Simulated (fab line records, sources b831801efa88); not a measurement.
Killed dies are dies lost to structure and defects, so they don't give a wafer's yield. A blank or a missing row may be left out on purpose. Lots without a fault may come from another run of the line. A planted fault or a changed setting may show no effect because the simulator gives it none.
Problem report in the 8D (eight disciplines) form, filled by code | flow gf180mcu | the parts of the form that need people (team, actions taken, sign-off) are left out

1. THE PROBLEM
rf_fwd_power_W at GF_POLY_GATE_ETCH_13 reads a mean of 461.2 W on 6 wafers of 2 lots; wafers without a fault read 396.8 W with a standard deviation of 1.2. That is +54 standard deviations from the usual mean.
The step: etches poly-Si in HBr/Cl2, stops on SiO2, target depth 198.5 nm, time 69.6 s.
First seen on wafer L203.1, day 12 12:19, on rie_si-01. The record holds 18 wafers of 6 lots with a number at this step. Rule for "out", or "out of limits": more than 4 standard deviations from the usual mean. The other wafers with a number count as sound.

2. WHAT IT IS AND WHAT IT IS NOT
question                    | is                     | is not
which readings at this step | rf_fwd_power_W         | drypump_motor_current_A
which lots                  | L203, L204             | L195, L212, L213, L214
which wafers of those lots  | all that have a number | -
read on which tools         | rie_si-01              | rie_si-02
when                        | from day 12 12:19      | up to then (3 sound wafers); but 9 sound wafers of L212, L213, L214 came after

3. SUSPECTS, AND WHAT RULES EACH OUT
Counting: a tool at a process step up to the reading stays a suspect if it ran every lot that is out and no sound lot after the first of them.
- rie_diel-01 at GF_POLY_GATE_ETCH_12 (etches BARC in N2/H2): ruled out as a lasting fault. Sound lots L212, L213 ran on it after its first lot that is out, L203 (day 12 12:16).
- rie_si-01 at GF_POLY_GATE_ETCH_13 (etches poly-Si in HBr/Cl2, stops on SiO2, target depth 198.5 nm, time 69.6 s): ruled out as a lasting fault. Sound lots L214 ran on it after its first lot that is out, L203 (day 12 12:19).
Left after counting: nothing in the record.

4. THE CAUSE (what the simulator had put in)
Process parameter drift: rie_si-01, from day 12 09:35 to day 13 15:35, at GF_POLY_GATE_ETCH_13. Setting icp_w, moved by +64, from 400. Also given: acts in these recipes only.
Counting ruled it out, wrongly.

5. THE CHAIN OF EFFECTS, in route order
Each row: a reading whose mean over the struck wafers that have a number lies more than 3 standard deviations from the usual. Only readings for which the record gives a usual standard deviation are gone through. hours: the time from each lot's start at the first step in this table that gives one to its start at this step, as a median over the lots. sigmas: the change in usual standard deviations.
hours | step                 | reading        | usual      | on struck wafers | change | sigmas
0     | GF_POLY_GATE_ETCH_13 | oes_product_au | 0.989 a.u. | 1.011            | +0.022 | +3.3
0     | GF_POLY_GATE_ETCH_13 | rf_fwd_power_W | 396.8 W    | 461.2            | +64.4  | +54
The process steps in it:
- GF_POLY_GATE_ETCH_13: etches poly-Si in HBr/Cl2, stops on SiO2, target depth 198.5 nm, time 69.6 s.

6. WHAT WOULD HAVE CAUGHT IT SOONER
In this record the first reading out of limits was taken at day 12 12:19, 3 hours after the fault began at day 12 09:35.
